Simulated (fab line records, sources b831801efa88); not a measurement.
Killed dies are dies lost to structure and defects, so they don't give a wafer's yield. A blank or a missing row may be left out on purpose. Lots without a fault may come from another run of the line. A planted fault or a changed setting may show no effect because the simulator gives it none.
A struck lot beside a sound one | flow sky130 | 15 steps out of a route of 708
Sound: wafers L968.2, L968.4, L968.6. Struck: wafer L972.2. (L972.3, L972.4 of the same lot were not struck and are left out.) The cause comes at the end.
At each step with rows: each side's tool, then ch and its chambers, then its first start. Under that, the readings that differ: sound wafers | struck wafers | difference of the means | sigmas: that difference in standard deviations of wafers without a fault.
alike: readings whose means differ by less than 2 such deviations, and words and numbers that are the same on both sides. not compared: withheld readings, readings that some wafer has no value for, bounds like >300 that may hide the same value, and numbers for which the record gives no deviation and whose values overlap.
The two part at a step that has a row with sigmas, a row that says differs or no value, or rows on one side only. Numbers that don't overlap but have no deviation are shown without sigmas and don't part them. A reading that every wafer of one side lacks parts them only if that side has two wafers or more.

SKY_LI_CONTACT_OVL_MEAS_13:
  sound on overlay-02, day 29 02:49; struck on overlay-01, day 30 09:20
  alike: LI_CONTACT_OVL
SKY_LI_CONTACT_ETCH_14: etches BARC in N2/H2, stops on SiO2, time 45.9 s, target depth 60 nm.
  sound on rie_diel-04 ch 0,1,2, day 29 02:50; struck on rie_diel-04 ch 0, day 30 09:22
  alike: drypump_motor_current_A, oes_product_au, throttle_valve_pct
  not compared: rf_hours_counter_h
then, 4 steps without rows for these wafers: SKY_LI_CONTACT_ETCH_15 (etches PSG in C4F8/O2/Ar, stops on Si, target depth 600 nm); SKY_LI_CONTACT_STRIP_16 (strips in O2/N2); SKY_LI_CONTACT_CLEAN_17 (cleans in NMP, time 600 s); SKY_LI_CONTACT_PRE_CLEAN_18 (time 5.6 s).
SKY_LI_CONTACT_SPUTTER_19: material Ti, target thk 20 nm, time 106.37 s.
  sound on pvd_sputter-04, day 29 03:16; struck on pvd_sputter-03, day 30 09:47
  alike: cathode_dc_power_W, chamber_pressure_pa, throttle_valve_pct
SKY_LI_CONTACT_SPUTTER_20: material TiN, target thk 20 nm, time 80 s.
  sound on pvd_sputter-04, day 29 03:20; struck on pvd_sputter-03, day 30 09:52
  alike: cathode_dc_power_W, chamber_pressure_pa, throttle_valve_pct
SKY_LI_CONTACT_CVD_21: deposits W, target thk 400 nm, time 120.56 s.
  sound on cvd_w-01 ch 0, day 29 03:24; struck on cvd_w-02 ch 0, day 30 09:56
  alike: heater_power_w
SKY_LI_CONTACT_RS_MEAS_22: measures by four-point-probe.
  sound on film_metro-02, day 29 03:32; struck on film_metro-01, day 30 10:05
  reading                  | sound                | struck | difference | sigmas
  LI_CONTACT_W_RS (ohm/sq) | 0.2847 0.2823 0.2807 | 0.2888 | +0.0062    | +2
SKY_LI_CONTACT_THK_MEAS_23: measures by xrf.
  sound on film_metro-02, day 29 03:39; struck on film_metro-01, day 30 10:11
  reading               | sound       | struck | difference | sigmas
  LI_CONTACT_W_THK (nm) | 391 397 396 | 385    | -10        | -2
SKY_LI_CONTACT_CMP_24: polishes, stops on PSG, t overpolish 20 s, target thk 0 nm.
  sound on cmp-02 ch 0,3, day 29 03:47; struck on cmp-02 ch 1, day 30 10:14
  alike: motor_current_A, overpolish_run_s, time_to_endpoint_s
SKY_LOCAL_INTERCONNECT_SPUTTER_00: material TiN, target thk 100 nm, time 83.3 s.
  sound on pvd_sputter-02, day 29 04:05; struck on pvd_sputter-03, day 30 10:32
  reading                  | sound                | struck | difference | sigmas
  chamber_pressure_pa (Pa) | 0.4007 0.4013 0.4004 | 0.4190 | +0.0182    | +21
  alike: cathode_dc_power_W, throttle_valve_pct
SKY_LOCAL_INTERCONNECT_RS_MEAS_01: measures by four-point-probe.
  sound on film_metro-04, day 29 04:10; struck on film_metro-02, day 30 10:37
  alike: LOCAL_INTERCONNECT_TIN_RS
-- the record jumps here: 16 days lie between the struck wafers' starts before and after (it left off in module LOCAL_INTERCONNECT and takes up again in module PAD_OPEN, whose first step shown is number 708 of the route) --
SKY_PAD_OPEN_PROBE_99:
  sound on prober-02, day 45 20:01; struck on prober-01, day 46 19:21
  alike: killed_at_M0_to_M3, killed_at_M4_up, killed_at_contacts, killed_at_front_end, killed_at_other, killed_dies, killed_open, killed_short

WHERE THEY PART
First at SKY_LI_CONTACT_RS_MEAS_22; last, within this record, at SKY_LOCAL_INTERCONNECT_SPUTTER_00. Later steps at which nothing parts them and some readings are alike: SKY_LOCAL_INTERCONNECT_RS_MEAS_01, SKY_PAD_OPEN_PROBE_99.

WHY: what the simulator had put in
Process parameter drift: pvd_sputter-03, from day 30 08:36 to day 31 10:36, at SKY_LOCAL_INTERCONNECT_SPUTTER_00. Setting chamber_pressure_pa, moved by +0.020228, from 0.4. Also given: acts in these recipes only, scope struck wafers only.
